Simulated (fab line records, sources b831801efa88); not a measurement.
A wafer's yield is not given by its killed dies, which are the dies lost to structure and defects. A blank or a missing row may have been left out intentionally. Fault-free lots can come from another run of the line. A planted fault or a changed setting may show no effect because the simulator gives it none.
Matching of chambers    flow sky130    SKY_LI_CONTACT_ETCH_14 on rie diel-02 has 4 sister chambers
The step etches BARC in N2/H2, stops on SiO2, time 45.9 s, target depth 60 nm. 18 wafers are shown with their chamber, then 9 later ones without.

== WAFERS WITH THEIR CHAMBER ==
wafer   chamber  drypump motor current A (A)  oes product au (a.u.)  throttle valve pct (%)
L075.1  2        6.5                          0.847                  13.226
L075.3  0        6.7                          0.858                  13.221
L075.6  2        6.5                          0.852                  13.231
L077.1  3        6.8                          0.855                  13.215
L077.3  2        6.5                          0.858                  13.216
L077.4  0        6.6                          0.858                  13.234
L083.2  2        6.5                          0.858                  13.228
L083.4  1        5.2                          0.855                  13.227
L083.5  2        6.5                          0.849                  13.219
L086.2  0        6.6                          0.857                  13.233
L086.4  3        6.8                          0.853                  13.230
L086.5  3        6.8                          0.855                  13.225
L088.1  0        6.7                          0.857                  13.222
L088.4  2        6.5                          0.849                  13.223
L088.6  3        6.7                          0.858                  13.216
L089.1  2        6.5                          0.858                  13.235
L089.2  3        6.8                          0.854                  13.227
L089.5  3        6.7                          0.858                  13.227

SIGNATURES, as means of the wafers listed above
reading                  chamber 0  chamber 1  chamber 2  chamber 3  scatter within a chamber
drypump motor current A  6.650      5.200      6.500      6.767      0.0408
oes product au           0.85750    0.85500    0.85300    0.85550    0.00345
throttle valve pct       13.22750   13.22700   13.22543   13.22333   0.00659
Rule: distance of a wafer from a chamber = root of the sum over the readings of ((wafer's reading minus chamber's mean) / reading's scatter) squared. The wafer belongs to the nearest chamber; if the next one is less than 2 further off, it can't be placed. The scatter: the root of (the sum of the squares of (reading less its chamber's mean) over the shown wafers, divided by (wafers less chambers)).

== WAFERS WITH NO CHAMBER GIVEN ==
wafer   drypump motor current A (A)  oes product au (a.u.)  throttle valve pct (%)
L094.2  6.6                          0.857                  13.227
L094.3  6.7                          0.856                  13.234
L094.4  5.2                          0.856                  13.231
L095.2  6.6                          0.846                  13.217
L095.3  6.5                          0.866                  13.225
L095.4  5.2                          0.854                  13.241
L096.2  6.7                          0.854                  13.218
L096.4  6.5                          0.853                  13.246
L096.6  5.2                          0.860                  13.216

== CHAMBER TAKEN BY EACH ==
wafer   from the rows above           in truth
L094.2  can't be placed: 0 or 2       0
L094.3  can't be placed: 0 or 3       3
L094.4  1                             1
L095.2  can't be placed: 2 or 0 or 3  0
L095.3  can't be placed: 2 or 0       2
L095.4  1                             1
L096.2  can't be placed: 3 or 0       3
L096.4  can't be placed: 2 or 0       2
L096.6  1                             1
Correctly placed: 3 of 9. From these rows, 6 cannot be placed; in 6 the true chamber is one of the candidates. Placed wrongly: 0.
